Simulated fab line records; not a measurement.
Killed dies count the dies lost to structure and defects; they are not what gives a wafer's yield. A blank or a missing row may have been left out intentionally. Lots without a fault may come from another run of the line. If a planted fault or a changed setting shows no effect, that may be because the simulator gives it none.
Which tool did it? -- flow gf180mcu -- Sampling: 14 lots, 42 wafers, 5 of 602 route steps

WHAT EACH GAUGE READ, for each wafer
GF_M4_RS_MEAS_05: measures by four-point-probe.
lot,measured,on,M4_ALCU_RS (ohm/sq)
L542,day 22 05:44,film metro-01,0.0683 0.0686 0.0684
L543,day 22 20:07,film metro-01,0.0693 0.0687 0.0687
L546,day 23 14:25,film metro-01,0.0702 0.0698 0.0703
L547,day 24 09:11,film metro-03,0.0698 0.0701 0.0693
L549,day 24 21:10,film metro-03,0.0694 0.0691 0.0683
L551,day 25 17:11,film metro-01,0.0699 0.0701 0.0697
L552,day 26 00:19,film metro-03,0.0703 0.0691 0.0693
L553,day 26 10:05,film metro-01,0.0689 0.0688 0.0686
L556,day 27 12:19,film metro-04,0.0695 0.0697 0.0698
L559,day 28 07:31,film metro-03,0.0697 0.0695 0.0701
L560,day 28 16:38,film metro-01,0.0702 0.0704 0.0702
L561,day 28 21:43,film metro-04,0.0689 0.0702 0.0696
L564,day 29 11:04,film metro-04,0.0694 0.0695 0.0687
L565,day 29 17:04,film metro-01,0.0693 0.0702 0.0703

GF_V4_THK_MEAS_01.
lot,measured,on,V4_CVD_00_THK (nm)
L542,day 23 06:18,film metro-04,594 600 600
L543,day 23 20:01,film metro-03,586 597 610
L546,day 24 13:22,film metro-04,603 597 604
L547,day 25 07:22,film metro-03,588 601 600
L549,day 25 19:24,film metro-02,600 604 610
L551,day 26 15:22,film metro-04,606 606 606
L552,day 26 21:48,film metro-02,600 604 600
L553,day 27 07:13,film metro-02,606 600 604
L556,day 28 08:55,film metro-02,590 596 600
L559,day 29 03:44,film metro-02,896 898 893 897 899 893
L560,day 29 13:02,film metro-02,901 896 905 902 896 905
L561,day 29 17:30,film metro-04,897 884 891 898 885 892
L564,day 30 06:31,film metro-02,592 597 592
L565,day 30 12:09,film metro-03,613 610 599

TOOL THAT RAN EACH LOT (tool first, then ch and the chambers of the sampled wafers, then the start)
lot,GF_V3_CVD_23,GF_M4_STRIP_17,GF_V4_CVD_00
L542,"cvd w-01 ch 0, day 22 04:41","plasma asher-01 ch 0,1, day 23 05:40","hdpcvd-02 ch 0,2, day 23 06:12"
L543,"cvd w-01 ch 0,1, day 22 19:17","plasma asher-03 ch 0,1, day 23 19:04","hdpcvd-01 ch 0,1,2, day 23 19:56"
L546,"cvd w-01 ch 0,1, day 23 13:35","plasma asher-01 ch 0,1, day 24 12:43","hdpcvd-01 ch 0,2, day 24 13:17"
L547,"cvd w-02 ch 0, day 24 08:15","plasma asher-01 ch 0,1, day 25 06:46","hdpcvd-01 ch 0,1,2, day 25 07:18"
L549,"cvd w-02 ch 0,1, day 24 20:22","plasma asher-01 ch 0,1, day 25 18:46","hdpcvd-01 ch 0,2, day 25 19:20"
L551,"cvd w-01 ch 0,1, day 25 14:51","plasma asher-01 ch 0,1, day 26 14:25","hdpcvd-02 ch 0,2, day 26 15:17"
L552,"cvd w-02 ch 0,1, day 25 23:29","plasma asher-03 ch 0,1, day 26 21:11","hdpcvd-01 ch 0,1, day 26 21:43"
L553,"cvd w-02 ch 0,1, day 26 09:15","plasma asher-01 ch 0, day 27 06:20","hdpcvd-01 ch 0,1, day 27 07:08"
L556,"cvd w-01 ch 0,1, day 27 11:30","plasma asher-04 ch 0,1, day 28 08:13","hdpcvd-01 ch 1,2, day 28 08:50"
L559,"cvd w-01 ch 0,1, day 28 06:41","plasma asher-01 ch 0,1, day 29 03:08","hdpcvd-01 ch 0,2, day 29 03:38"
L560,"cvd w-02 ch 0,1, day 28 15:48","plasma asher-03 ch 0,1, day 29 12:23","hdpcvd-01 ch 0,2, day 29 12:57"
L561,"cvd w-01 ch 0,1, day 28 20:55","plasma asher-03 ch 0, day 29 16:52","hdpcvd-01 ch 1,2, day 29 17:26"
L564,"cvd w-02 ch 0,1, day 29 10:13","plasma asher-03 ch 0,1, day 30 05:55","hdpcvd-02 ch 0,1,2, day 30 06:27"
L565,"cvd w-01 ch 0,1, day 29 16:15","plasma asher-01 ch 0,1, day 30 11:32","hdpcvd-02 ch 0,2, day 30 12:04"
- GF_V3_CVD_23: deposits W, target thk 350 nm, time 104.9 s.
- GF_M4_STRIP_17: strips in O2/N2.
- GF_V4_CVD_00: deposits SiO2, target thk 600 nm, time 100 s.

WHAT THE TOOLS THEMSELVES READ (means of the sampled wafers that have a number; where no wafer has one, the mark that the record gives instead)
GF_V3_CVD_23.
lot,tool,heater power w (W)
L542,cvd w-01,868
L543,cvd w-01,768
L546,cvd w-01,821
L547,cvd w-02,953
L549,cvd w-02,894
L551,cvd w-01,815
L552,cvd w-02,919
L553,cvd w-02,892
L556,cvd w-01,775
L559,cvd w-01,824
L560,cvd w-02,929
L561,cvd w-01,814
L564,cvd w-02,884
L565,cvd w-01,825

GF_M4_STRIP_17.
lot,tool,drypump motor current A (A),heater power w (W),oes product au (a.u.),strip time to endpoint s (s)
L542,plasma asher-01,5.2,353,0.558,7.81
L543,plasma asher-03,5.4,310,0.554,7.84
L546,plasma asher-01,5.2,350,0.559,7.87
L547,plasma asher-01,5.2,352,0.561,7.85
L549,plasma asher-01,5.5,342,0.558,7.80
L551,plasma asher-01,5.2,350,0.558,7.90
L552,plasma asher-03,5.8,330,0.561,7.85
L553,plasma asher-01,4.9,363,0.555,7.88
L556,plasma asher-04,5.8,328,0.557,7.86
L559,plasma asher-01,5.5,345,0.561,7.89
L560,plasma asher-03,5.8,328,0.555,7.85
L561,plasma asher-03,5.2,288,0.559,7.93
L564,plasma asher-03,5.8,333,0.557,7.81
L565,plasma asher-01,5.5,347,0.555,7.83

GF_V4_CVD_00.
lot,tool,sih4 flow sccm (sccm)
L542,hdpcvd-02,59.87
L543,hdpcvd-01,59.96
L546,hdpcvd-01,59.91
L547,hdpcvd-01,59.93
L549,hdpcvd-01,60.05
L551,hdpcvd-02,60.09
L552,hdpcvd-01,60.03
L553,hdpcvd-01,60.08
L556,hdpcvd-01,59.96
L559,hdpcvd-01,89.91
L560,hdpcvd-01,90.10
L561,hdpcvd-01,90.11
L564,hdpcvd-02,59.99
L565,hdpcvd-02,59.96

THE ANSWER, worked out from the rows above alone
Rule: what is usual is taken from the lots themselves. The widest of any qualifying gaps counts: lots, ordered by their means at a reading, are off when they make up no more than a third of the lots, leave a main group of 4 or more, and stand apart from it by 3 or more times the standard deviation of that group's means. If all means in a main group match to the digits the tables above print for the reading, that group is not used. Also off: a lot with no number at a reading for which 4 or more lots have one. All remaining lots with rows at the step are treated as sound. The gauges are gone through in route order, then the tools' own readings, and for those a lot's mean is taken as printed above. The first step at which some lot is off is used, and at that step the reading that is off furthest; a lot without a number counts as furthest.
Off: at GF_V4_THK_MEAS_01 (V4_CVD_00_THK), L559, L560, L561. Main group: mean 600 nm, sd 4.4.
If a tool, at a process step before that reading, ran all the lots that are off and no sound lot after the first of them, it fits. Not tried: the gauges at GF_V4_THK_MEAS_01; whatever is off there is also off at GF_V4_CVD_00, on other tools, and gauge error can't account for it. One candidate fits, namely hdpcvd-01 at GF_V4_CVD_00. Its last sound lot is L556 (day 28 08:50), its first lot that is off L559 (day 29 03:38): a fault that began between those two fits.
The tool's own readings at GF_V4_CVD_00 bear it out: on the lots that are off they differ by more than 5 times the standard deviation of the sound lots' means. sih4 flow sccm reads 90.04 sccm there against 59.98 sccm on the sound lots.

WHAT THE SIMULATOR HAD INSERTED
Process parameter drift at GF_V4_CVD_00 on hdpcvd-01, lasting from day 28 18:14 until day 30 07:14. The setting sih4 flow sccm was moved by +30, starting from 60. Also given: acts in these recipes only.
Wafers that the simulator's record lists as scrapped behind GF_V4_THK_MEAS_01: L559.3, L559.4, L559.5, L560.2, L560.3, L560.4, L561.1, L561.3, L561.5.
Lots struck among those shown: L559, L560, L561. This agrees with what the rule above found.
